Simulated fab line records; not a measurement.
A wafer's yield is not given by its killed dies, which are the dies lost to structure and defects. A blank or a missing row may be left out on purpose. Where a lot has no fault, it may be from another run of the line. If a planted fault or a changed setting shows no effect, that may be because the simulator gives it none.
Which of the tools did it? + flow sky130 + Sampling: 13 lots, 39 wafers, 4 of 708 route steps

## WHAT EACH GAUGE READ, for each wafer
SKY_VT_ADJUST_LVTN_OVL_MEAS_07. Usual: for VT_ADJUST_LVTN_OVL the level is 1.1 nm and the standard deviation is 1.6.
| lot  | measured     | on         | VT_ADJUST_LVTN_OVL (nm) | flag |
|------|--------------|------------|-------------------------|------|
| L502 | day 7 22:21  | overlay-01 | 0.9 2.8 4.8             |      |
| L504 | day 8 17:27  | overlay-01 | 0.7 0.0 1.4             |      |
| L505 | day 8 14:25  | overlay-02 | 2.8 0.6 1.1             |      |
| L507 | day 9 05:15  | overlay-01 | -2.0 0.0 -0.5           |      |
| L510 | day 10 02:19 | overlay-01 | 0.3 1.2 2.8             |      |
| L511 | day 9 23:46  | overlay-02 | 2.8 2.8 -0.2            |      |
| L512 | day 10 07:01 | overlay-02 | 1.0 3.8 4.6             |      |
| L514 | day 10 13:09 | overlay-02 | 0.1 0.8 -2.4            |      |
| L517 | day 10 23:16 | overlay-01 | 2.6 2.3 2.6             |      |
| L518 | day 11 08:25 | overlay-02 | 0.5 0.8 -0.2            |      |
| L520 | day 12 00:33 | overlay-02 | 1.1 1.0 2.0             |      |
| L524 | day 12 23:24 | overlay-02 | 1.4 0.6 3.8             |      |
| L525 | day 13 06:45 | overlay-01 | -2.1 -1.0 -1.2          |      |

SKY_VT_ADJUST_NCORE_CD_MEAS_07: target cd 380 nm. Usual: 380.4 nm for cd-nm, sd 2.2.
| lot  | measured     | on        | cd-nm (nm)        | flag |
|------|--------------|-----------|-------------------|------|
| L502 | day 9 17:51  | cd-sem-02 | 378.5 375.5 377.7 |      |
| L504 | day 10 13:38 | cd-sem-02 | 383.6 383.9 381.1 |      |
| L505 | day 10 10:22 | cd-sem-01 | 380.5 380.1 380.6 |      |
| L507 | day 11 02:02 | cd-sem-02 | 379.9 378.1 381.1 |      |
| L510 | day 12 00:28 | cd-sem-01 | 383.5 382.9 384.7 |      |
| L511 | day 11 21:29 | cd-sem-01 | 381.6 380.6 380.5 |      |
| L512 | day 12 05:14 | cd-sem-01 | 379.1 378.1 380.3 |      |
| L514 | day 12 11:53 | cd-sem-01 | 375.8 377.3 378.8 |      |
| L517 | day 12 23:59 | cd-sem-01 | 383.6 383.2 381.8 |      |
| L518 | day 13 10:04 | cd-sem-02 | 381.1 381.7 379.5 |      |
| L520 | day 14 02:17 | cd-sem-02 | 380.7 378.8 377.8 |      |
| L524 | day 15 03:18 | cd-sem-01 | 382.2 382.8 381.4 |      |
| L525 | day 15 11:18 | cd-sem-01 | 383.2 380.4 380.4 |      |

SKY_RES_PROTECT_TW_MEAS_08. Usual: for POLY_GATE_TW the level is 4059 and the standard deviation is 23.
| lot  | measured     | on            | POLY_GATE_TW   | flag |
|------|--------------|---------------|----------------|------|
| L502 | day 16 09:09 | film-metro-04 | 4086 4088 4040 |      |
| L504 | day 17 12:15 | film-metro-04 | 4064 4062 4050 |      |
| L505 | day 17 10:46 | film-metro-04 | 4063 4047 4033 |      |
| L507 | day 18 02:29 | film-metro-01 | 4088 4070 4060 |      |
| L510 | day 19 12:46 | film-metro-02 | 4047 4053 4028 |      |
| L511 | day 19 12:37 | film-metro-04 | 4065 4050 4072 |      |
| L512 | day 19 21:28 | film-metro-01 | 4029 4051 4031 |      |
| L514 | day 20 05:29 | film-metro-02 | 4023 3998 4032 |      |
| L517 | day 20 22:28 | film-metro-02 | 4023 3996 4009 |      |
| L518 | day 21 09:54 | film-metro-04 | 4049 4062 4043 |      |
| L520 | day 22 00:38 | film-metro-01 | 4067 4084 4078 |      |
| L524 | day 23 05:24 | film-metro-01 | 4048 4072 4046 |      |
| L525 | day 23 10:48 | film-metro-01 | 4060 4057 4043 |      |

## WHAT TOOL EACH LOT RAN ON (gives the tool, then ch and the chambers of the sampled wafers, and finally the start)
| lot  | SKY_FIELD_ISO_ETCH_14             |
|------|-----------------------------------|
| L502 | rie-diel-02 ch 1,2,3, day 2 08:43 |
| L504 | rie-diel-04 ch 2,3, day 2 20:59   |
| L505 | rie-diel-02 ch 1,2, day 2 21:04   |
| L507 | rie-diel-03 ch 0,2, day 3 07:29   |
| L510 | rie-diel-02 ch 2,3, day 4 03:19   |
| L511 | rie-diel-04 ch 0,2,3, day 4 03:40 |
| L512 | rie-diel-02 ch 1,2,3, day 4 13:16 |
| L514 | rie-diel-03 ch 0,3, day 4 23:22   |
| L517 | rie-diel-03 ch 1,3, day 5 10:43   |
| L518 | rie-diel-03 ch 0,1,2, day 5 18:55 |
| L520 | rie-diel-03 ch 0,1,2, day 6 03:10 |
| L524 | rie-diel-03 ch 2,3, day 7 00:46   |
| L525 | rie-diel-03 ch 2,3, day 7 04:10   |
- SKY_FIELD_ISO_ETCH_14: etches BARC in N2/H2, stops on SiO2, time 45.9 s, target depth 60 nm.

## AS READ BY THE TOOLS THEMSELVES (means over the sampled wafers that have a number; for cases with no such wafer, the mark the record gives instead)
SKY_FIELD_ISO_ETCH_14. Usual: bias-w 100.0 W, standard deviation 0.3; drypump-motor-current-A 5.7 A, standard deviation 0.44; oes-product-au 0.854 a.u., standard deviation 0.0047; throttle-valve-pct 13.225 %, standard deviation 0.0092.
| lot  | tool        | bias-w (W) | drypump-motor-current-A (A) | oes-product-au (a.u.) | throttle-valve-pct (%) | flag |
|------|-------------|------------|-----------------------------|-----------------------|------------------------|------|
| L502 | rie-diel-02 | 100.1      | 6.2                         | 0.857                 | 13.226                 |      |
| L504 | rie-diel-04 | 100.3      | 5.8                         | 0.851                 | 13.230                 |      |
| L505 | rie-diel-02 | 99.8       | 6.0                         | 0.852                 | 13.224                 |      |
| L507 | rie-diel-03 | 99.8       | 5.1                         | 0.857                 | 13.225                 |      |
| L510 | rie-diel-02 | 104.9      | 6.3                         | 0.857                 | 13.223                 | OFF  |
| L511 | rie-diel-04 | 99.6       | 5.5                         | 0.853                 | 13.233                 |      |
| L512 | rie-diel-02 | 104.9      | 6.2                         | 0.852                 | 13.231                 | OFF  |
| L514 | rie-diel-03 | 100.1      | 5.7                         | 0.858                 | 13.233                 |      |
| L517 | rie-diel-03 | 100.2      | 6.0                         | 0.850                 | 13.224                 |      |
| L518 | rie-diel-03 | 99.9       | 5.6                         | 0.852                 | 13.229                 |      |
| L520 | rie-diel-03 | 99.9       | 5.6                         | 0.853                 | 13.224                 |      |
| L524 | rie-diel-03 | 100.2      | 5.0                         | 0.853                 | 13.220                 |      |
| L525 | rie-diel-03 | 99.7       | 5.3                         | 0.857                 | 13.214                 |      |

## THE ANSWER, worked out from the rows above alone
Rule: a lot is off if the mean of its wafers that have a number lies more than 3 standard deviations from the usual mean. A lot without any number at a reading at which 4 lots or more have one is off too. Where the step has rows for the other lots, those lots are counted as sound. Order of review: gauges by route order, followed by the tools' own readings, for which a lot's mean as printed above is used. The first step at which some lot is off is used, and at that step the reading that is off furthest; a lot without a number counts as furthest.
Off at SKY_FIELD_ISO_ETCH_14 (bias-w): L510, L512.
A tool fits if, at that step or a process step before it, it ran every lot that is off, and no sound lot after the first of them. One fits: rie-diel-02 at SKY_FIELD_ISO_ETCH_14. Its last sound lot is L505 (day 2 21:04), its first lot that is off L510 (day 4 03:19): a fault that began between those two fits.
The tool's own readings at SKY_FIELD_ISO_ETCH_14 bear it out: on the lots that are off they differ by more than 5 times the standard deviation of the sound lots' means. bias-w reads 104.9 W there against 100.0 W on the sound lots.

## WHAT WAS PUT IN BY THE SIMULATOR
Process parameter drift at SKY_FIELD_ISO_ETCH_14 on rie-diel-02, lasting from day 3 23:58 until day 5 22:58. Setting bias-w shifted by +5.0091 from 100. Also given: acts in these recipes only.
Struck lots among those shown: L510, L512. The rule above found the same.
